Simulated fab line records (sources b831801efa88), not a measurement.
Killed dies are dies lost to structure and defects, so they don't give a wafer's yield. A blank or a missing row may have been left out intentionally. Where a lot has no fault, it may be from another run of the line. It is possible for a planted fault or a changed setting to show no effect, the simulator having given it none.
Which tool was responsible? | flow gf180mcu | at 1 step of a route of 602, 13 lots with 39 wafers sampled

## WHAT EACH GAUGE READ, for each wafer
GF_V1_OVL_MEAS_15. Usual: for V1_OVL the level is 4 nm and the standard deviation is 5.4.
lot  | measured     | on         | V1_OVL (nm) | flag
L147 | day 18 01:43 | overlay-02 | 10 6 7      |
L149 | day 18 21:31 | overlay-01 | -1 8 2      |
L153 | day 20 06:43 | overlay-02 | 9 6 13      |
L155 | day 21 07:25 | overlay-01 | -1 3 2      |
L156 | day 21 09:27 | overlay-01 | -2 3 6      |
L158 | day 22 06:06 | overlay-02 | 7 13 0      |
L159 | day 23 00:56 | overlay-02 | 6 -2 2      |
L160 | day 23 02:41 | overlay-01 | 6 0 0       |
L161 | day 23 05:41 | overlay-02 | 1 3 9       |
L162 | day 23 15:32 | overlay-01 | 3 15 5      |
L163 | day 24 00:26 | overlay-01 | -7 -1 -2    |
L164 | day 24 04:53 | overlay-01 | 2 -2 -5     |
L169 | day 26 00:34 | overlay-01 | 4 6 5       |

## EACH LOT AND THE TOOL THAT RAN IT (in order: tool; ch and the chambers of the sampled wafers; start)
No process step before these readings appears in the record.

## AS READ BY THE TOOLS THEMSELVES (means over the sampled wafers that have a number; for cases with no such wafer, the mark the record gives instead)
The record holds no such reading with a usual standard deviation.

## THE ANSWER, worked out from the rows above alone
Rule: take the mean of a lot's wafers that have a number; if it is more than 3 standard deviations from the usual mean, the lot is off. A lot without any number at a reading at which 4 lots or more have one is off too. Any other lot the step has rows for is counted as sound. Order of review: gauges by route order, followed by the tools' own readings, for which a lot's mean as printed above is used. At the first step where some lot is off, the reading lying furthest off is the one used; lots without a number count as furthest.
None of the lots is off at any reading shown; this tells nothing.

## WHAT THE SIMULATOR HAD INSERTED
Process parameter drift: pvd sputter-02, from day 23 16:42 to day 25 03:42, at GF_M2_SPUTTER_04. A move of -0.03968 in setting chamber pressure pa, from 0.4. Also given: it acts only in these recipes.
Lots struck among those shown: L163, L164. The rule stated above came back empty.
